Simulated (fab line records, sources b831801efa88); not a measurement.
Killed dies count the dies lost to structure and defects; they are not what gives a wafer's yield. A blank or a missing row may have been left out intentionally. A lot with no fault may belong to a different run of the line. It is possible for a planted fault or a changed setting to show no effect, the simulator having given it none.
Which tool did it? :: flow gf180mcu :: 13 lots, 39 wafers sampled, at 5 steps of a route of 602

WHAT THE GAUGES READ, wafer by wafer
GF_POLY_GATE_THK_MEAS_01. Usual: POLY_GATE_CVD_00_THK 200.0 nm, standard deviation 1.6.
lot: L346
measured: day 8 12:14
on: filmMetro-04
POLY_GATE_CVD_00_THK (nm): 199.2 199.9 199.3
flag: 

lot: L348
measured: day 9 03:34
on: filmMetro-04
POLY_GATE_CVD_00_THK (nm): 198.1 199.0 200.0
flag: 

lot: L349
measured: day 9 08:37
on: filmMetro-04
POLY_GATE_CVD_00_THK (nm): 200.6 200.1 200.6
flag: 

lot: L350
measured: day 9 17:53
on: filmMetro-04
POLY_GATE_CVD_00_THK (nm): 200.4 200.3 201.3
flag: 

lot: L351
measured: day 9 20:41
on: filmMetro-03
POLY_GATE_CVD_00_THK (nm): 200.0 200.9 199.4
flag: 

lot: L352
measured: day 10 15:53
on: filmMetro-04
POLY_GATE_CVD_00_THK (nm): 201.3 200.9 201.4
flag: 

lot: L353
measured: day 10 16:06
on: filmMetro-04
POLY_GATE_CVD_00_THK (nm): 200.1 200.0 200.6
flag: 

lot: L354
measured: day 10 21:04
on: filmMetro-01
POLY_GATE_CVD_00_THK (nm): 201.7 201.5 201.6
flag: 

lot: L358
measured: day 11 23:51
on: filmMetro-04
POLY_GATE_CVD_00_THK (nm): 270.8 270.6 271.9
flag: OFF

lot: L360
measured: day 12 15:41
on: filmMetro-01
POLY_GATE_CVD_00_THK (nm): 273.8 270.9 272.9
flag: OFF

lot: L365
measured: day 14 00:58
on: filmMetro-03
POLY_GATE_CVD_00_THK (nm): 201.2 202.4 201.7
flag: 

lot: L367
measured: day 14 12:07
on: filmMetro-03
POLY_GATE_CVD_00_THK (nm): 197.4 200.2 199.6
flag: 

lot: L369
measured: day 15 02:01
on: filmMetro-04
POLY_GATE_CVD_00_THK (nm): 197.9 199.7 198.4
flag: 

GF_POLY_GATE_CD_MEAS_10 targets a cd of 280 nm. Usual: cdNm at 279.9 nm, with a standard deviation of 1.3.
lot: L346
measured: day 9 05:35
on: cdSem-02
cdNm (nm): 278.1 279.4 278.9
flag: 

lot: L348
measured: day 9 20:40
on: cdSem-02
cdNm (nm): 278.5 278.9 280.1
flag: 

lot: L349
measured: day 10 01:58
on: cdSem-02
cdNm (nm): 278.7 277.2 277.5
flag: 

lot: L350
measured: day 10 11:20
on: cdSem-01
cdNm (nm): 279.7 279.3 280.9
flag: 

lot: L351
measured: day 10 15:01
on: cdSem-01
cdNm (nm): 280.2 280.6 280.4
flag: 

lot: L352
measured: day 11 09:53
on: cdSem-02
cdNm (nm): 280.3 280.0 281.8
flag: 

lot: L353
measured: day 11 10:40
on: cdSem-02
cdNm (nm): 280.6 280.6 280.1
flag: 

lot: L354
measured: day 11 15:46
on: cdSem-01
cdNm (nm): 279.7 279.3 279.3
flag: 

lot: L358
measured: day 12 19:05
on: cdSem-01
cdNm (nm): 278.8 279.0 278.1
flag: 

lot: L360
measured: day 13 11:10
on: cdSem-01
cdNm (nm): 279.2 278.9 279.5
flag: 

lot: L365
measured: day 14 20:59
on: cdSem-01
cdNm (nm): 281.8 280.2 280.5
flag: 

lot: L367
measured: day 15 09:11
on: cdSem-02
cdNm (nm): 279.9 280.4 279.5
flag: 

lot: L369
measured: day 15 22:57
on: cdSem-01
cdNm (nm): 280.7 280.4 280.5
flag: 

GF_HV_LDD_OVL_MEAS_32. Usual: HV_LDD_02_OVL 0.1 nm, standard deviation 1.5.
lot: L346
measured: day 11 13:52
on: overlay-01
HV_LDD_02_OVL (nm): 0.5 0.7 -0.2
flag: 

lot: L348
measured: day 12 08:07
on: overlay-01
HV_LDD_02_OVL (nm): -1.7 -2.6 -2.7
flag: 

lot: L349
measured: day 12 12:21
on: overlay-01
HV_LDD_02_OVL (nm): 0.3 0.4 0.4
flag: 

lot: L350
measured: day 12 21:56
on: overlay-01
HV_LDD_02_OVL (nm): 2.4 -0.9 -1.7
flag: 

lot: L351
measured: day 13 01:58
on: overlay-02
HV_LDD_02_OVL (nm): 2.9 0.9 0.9
flag: 

lot: L352
measured: day 13 23:10
on: overlay-02
HV_LDD_02_OVL (nm): -0.2 -2.5 -2.8
flag: 

lot: L353
measured: day 13 23:59
on: overlay-01
HV_LDD_02_OVL (nm): 0.5 1.1 2.0
flag: 

lot: L354
measured: day 14 04:37
on: overlay-02
HV_LDD_02_OVL (nm): -0.9 -0.3 0.9
flag: 

lot: L358
measured: day 15 13:05
on: overlay-02
HV_LDD_02_OVL (nm): 0.3 0.9 -0.6
flag: 

lot: L360
measured: day 16 04:35
on: overlay-02
HV_LDD_02_OVL (nm): 1.2 2.6 -0.4
flag: 

lot: L365
measured: day 17 19:37
on: overlay-01
HV_LDD_02_OVL (nm): -3.5 -3.4 -1.3
flag: 

lot: L367
measured: day 18 08:13
on: overlay-01
HV_LDD_02_OVL (nm): 0.9 1.9 0.2
flag: 

lot: L369
measured: day 18 23:43
on: overlay-02
HV_LDD_02_OVL (nm): 1.9 0.8 2.5
flag: 

EACH LOT AND THE TOOL THAT RAN IT (in order: tool; ch and the chambers of the sampled wafers; start)
lot: L346
GF_VT_IMPLANT_STRIP_31: plasmaAsher-03 ch 0, day 6 22:47
GF_POLY_GATE_CVD_00: lpcvd-02 ch 0, day 8 10:54

lot: L348
GF_VT_IMPLANT_STRIP_31: plasmaAsher-04 ch 0, day 7 11:04
GF_POLY_GATE_CVD_00: lpcvd-02 ch 1, day 9 02:13

lot: L349
GF_VT_IMPLANT_STRIP_31: plasmaAsher-04 ch 0,1, day 7 16:27
GF_POLY_GATE_CVD_00: lpcvd-01 ch 0, day 9 07:16

lot: L350
GF_VT_IMPLANT_STRIP_31: plasmaAsher-04 ch 0,1, day 7 23:41
GF_POLY_GATE_CVD_00: lpcvd-02 ch 1, day 9 16:34

lot: L351
GF_VT_IMPLANT_STRIP_31: plasmaAsher-01 ch 0,1, day 8 02:52
GF_POLY_GATE_CVD_00: lpcvd-01 ch 0, day 9 19:21

lot: L352
GF_VT_IMPLANT_STRIP_31: plasmaAsher-04 ch 0,1, day 8 21:37
GF_POLY_GATE_CVD_00: lpcvd-01 ch 0, day 10 14:32

lot: L353
GF_VT_IMPLANT_STRIP_31: plasmaAsher-03 ch 0,1, day 8 21:41
GF_POLY_GATE_CVD_00: lpcvd-02 ch 1, day 10 14:06

lot: L354
GF_VT_IMPLANT_STRIP_31: plasmaAsher-01 ch 0,1, day 9 02:22
GF_POLY_GATE_CVD_00: lpcvd-01 ch 0, day 10 19:44

lot: L358
GF_VT_IMPLANT_STRIP_31: plasmaAsher-04 ch 0,1, day 10 04:50
GF_POLY_GATE_CVD_00: lpcvd-02 ch 0, day 11 22:31

lot: L360
GF_VT_IMPLANT_STRIP_31: plasmaAsher-03 ch 0,1, day 10 17:41
GF_POLY_GATE_CVD_00: lpcvd-02 ch 1, day 12 13:41

lot: L365
GF_VT_IMPLANT_STRIP_31: plasmaAsher-03 ch 0,1, day 12 01:10
GF_POLY_GATE_CVD_00: lpcvd-01 ch 0, day 13 23:38

lot: L367
GF_VT_IMPLANT_STRIP_31: plasmaAsher-01 ch 0,1, day 12 14:37
GF_POLY_GATE_CVD_00: lpcvd-01 ch 0, day 14 10:47

lot: L369
GF_VT_IMPLANT_STRIP_31: plasmaAsher-01 ch 0,1, day 13 03:24
GF_POLY_GATE_CVD_00: lpcvd-02 ch 1, day 15 00:41
- GF_VT_IMPLANT_STRIP_31: strips in O2/N2.
- GF_POLY_GATE_CVD_00: deposits poly-Si, target thk 200 nm, time 1200 s.

WHAT THE TOOLS THEMSELVES READ (means of the sampled wafers that have a number; where no wafer has one, the mark that the record gives instead)
GF_VT_IMPLANT_STRIP_31. Usual: drypumpMotorCurrentA 5.7 A, standard deviation 0.38; heaterPowerW 333 W, standard deviation 29; oesProductAu 0.716 a.u., standard deviation 0.0047; stripTimeToEndpointS 12.65 s, standard deviation 0.031.
lot: L346
tool: plasmaAsher-03
drypumpMotorCurrentA (A): 5.7
heaterPowerW (W): 331
oesProductAu (a.u.): 0.715
stripTimeToEndpointS (s): 12.59
flag: 

lot: L348
tool: plasmaAsher-04
drypumpMotorCurrentA (A): 5.8
heaterPowerW (W): 353
oesProductAu (a.u.): 0.718
stripTimeToEndpointS (s): 12.66
flag: 

lot: L349
tool: plasmaAsher-04
drypumpMotorCurrentA (A): 5.7
heaterPowerW (W): 346
oesProductAu (a.u.): 0.710
stripTimeToEndpointS (s): 12.67
flag: 

lot: L350
tool: plasmaAsher-04
drypumpMotorCurrentA (A): 5.8
heaterPowerW (W): 349
oesProductAu (a.u.): 0.716
stripTimeToEndpointS (s): 12.64
flag: 

lot: L351
tool: plasmaAsher-01
drypumpMotorCurrentA (A): 5.7
heaterPowerW (W): 300
oesProductAu (a.u.): 0.715
stripTimeToEndpointS (s): 12.67
flag: 

lot: L352
tool: plasmaAsher-04
drypumpMotorCurrentA (A): 5.7
heaterPowerW (W): 349
oesProductAu (a.u.): 0.717
stripTimeToEndpointS (s): 12.63
flag: 

lot: L353
tool: plasmaAsher-03
drypumpMotorCurrentA (A): 5.7
heaterPowerW (W): 347
oesProductAu (a.u.): 0.714
stripTimeToEndpointS (s): 12.67
flag: 

lot: L354
tool: plasmaAsher-01
drypumpMotorCurrentA (A): 5.3
heaterPowerW (W): 294
oesProductAu (a.u.): 0.716
stripTimeToEndpointS (s): 12.60
flag: 

lot: L358
tool: plasmaAsher-04
drypumpMotorCurrentA (A): 5.7
heaterPowerW (W): 351
oesProductAu (a.u.): 0.720
stripTimeToEndpointS (s): 12.66
flag: 

lot: L360
tool: plasmaAsher-03
drypumpMotorCurrentA (A): 5.7
heaterPowerW (W): 364
oesProductAu (a.u.): 0.719
stripTimeToEndpointS (s): 12.66
flag: 

lot: L365
tool: plasmaAsher-03
drypumpMotorCurrentA (A): 5.7
heaterPowerW (W): 348
oesProductAu (a.u.): 0.714
stripTimeToEndpointS (s): 12.63
flag: 

lot: L367
tool: plasmaAsher-01
drypumpMotorCurrentA (A): 5.3
heaterPowerW (W): 298
oesProductAu (a.u.): 0.716
stripTimeToEndpointS (s): 12.63
flag: 

lot: L369
tool: plasmaAsher-01
drypumpMotorCurrentA (A): 5.8
heaterPowerW (W): 295
oesProductAu (a.u.): 0.719
stripTimeToEndpointS (s): 12.67
flag: 

GF_POLY_GATE_CVD_00. Usual: pressureMtorr 200.1 mTorr, standard deviation 0.37; spikeTcBottomC 638.9 C, standard deviation 2.2; zonePowerLowerPct 8.9 %, standard deviation 0.95.
lot: L346
tool: lpcvd-02
pressureMtorr (mTorr): 200.2
spikeTcBottomC (C): 638.4
zonePowerLowerPct (%): 8.5
flag: 

lot: L348
tool: lpcvd-02
pressureMtorr (mTorr): 200.1
spikeTcBottomC (C): 636.5
zonePowerLowerPct (%): 10.1
flag: 

lot: L349
tool: lpcvd-01
pressureMtorr (mTorr): 199.9
spikeTcBottomC (C): 641.5
zonePowerLowerPct (%): 8.6
flag: 

lot: L350
tool: lpcvd-02
pressureMtorr (mTorr): 200.1
spikeTcBottomC (C): 636.1
zonePowerLowerPct (%): 10.1
flag: 

lot: L351
tool: lpcvd-01
pressureMtorr (mTorr): 199.8
spikeTcBottomC (C): 641.7
zonePowerLowerPct (%): 8.4
flag: 

lot: L352
tool: lpcvd-01
pressureMtorr (mTorr): 200.6
spikeTcBottomC (C): 640.5
zonePowerLowerPct (%): 8.5
flag: 

lot: L353
tool: lpcvd-02
pressureMtorr (mTorr): 199.9
spikeTcBottomC (C): 636.1
zonePowerLowerPct (%): 10.3
flag: 

lot: L354
tool: lpcvd-01
pressureMtorr (mTorr): 199.9
spikeTcBottomC (C): 640.9
zonePowerLowerPct (%): 8.5
flag: 

lot: L358
tool: lpcvd-02
pressureMtorr (mTorr): 200.5
spikeTcBottomC (C): 640.6
zonePowerLowerPct (%): 8.5
flag: 

lot: L360
tool: lpcvd-02
pressureMtorr (mTorr): 200.4
spikeTcBottomC (C): 635.9
zonePowerLowerPct (%): 10.2
flag: 

lot: L365
tool: lpcvd-01
pressureMtorr (mTorr): 199.7
spikeTcBottomC (C): 640.9
zonePowerLowerPct (%): 8.6
flag: 

lot: L367
tool: lpcvd-01
pressureMtorr (mTorr): 199.6
spikeTcBottomC (C): 643.0
zonePowerLowerPct (%): 8.4
flag: 

lot: L369
tool: lpcvd-02
pressureMtorr (mTorr): 200.2
spikeTcBottomC (C): 636.7
zonePowerLowerPct (%): 10.2
flag: 

THE ANSWER, worked out from the rows above alone
Rule: a lot counts as off when the mean over its wafers that have a number is more than 3 standard deviations away from the usual mean. Also off: a lot with no number at a reading for which 4 or more lots have one. All remaining lots with rows at the step are treated as sound. After the gauges, taken in route order, come the tools' own readings; for these a lot's mean is taken, as printed above. The first step at which some lot is off is used, and at that step the reading that is off furthest; a lot without a number counts as furthest.
Off: L358, L360, at GF_POLY_GATE_THK_MEAS_01 (POLY_GATE_CVD_00_THK).
If a tool, at a process step before that reading, ran all the lots that are off and no sound lot after the first of them, it fits. The gauges at GF_POLY_GATE_THK_MEAS_01 are tried like those tools. None of those tried fits.

WHAT THE SIMULATOR HAD PUT IN
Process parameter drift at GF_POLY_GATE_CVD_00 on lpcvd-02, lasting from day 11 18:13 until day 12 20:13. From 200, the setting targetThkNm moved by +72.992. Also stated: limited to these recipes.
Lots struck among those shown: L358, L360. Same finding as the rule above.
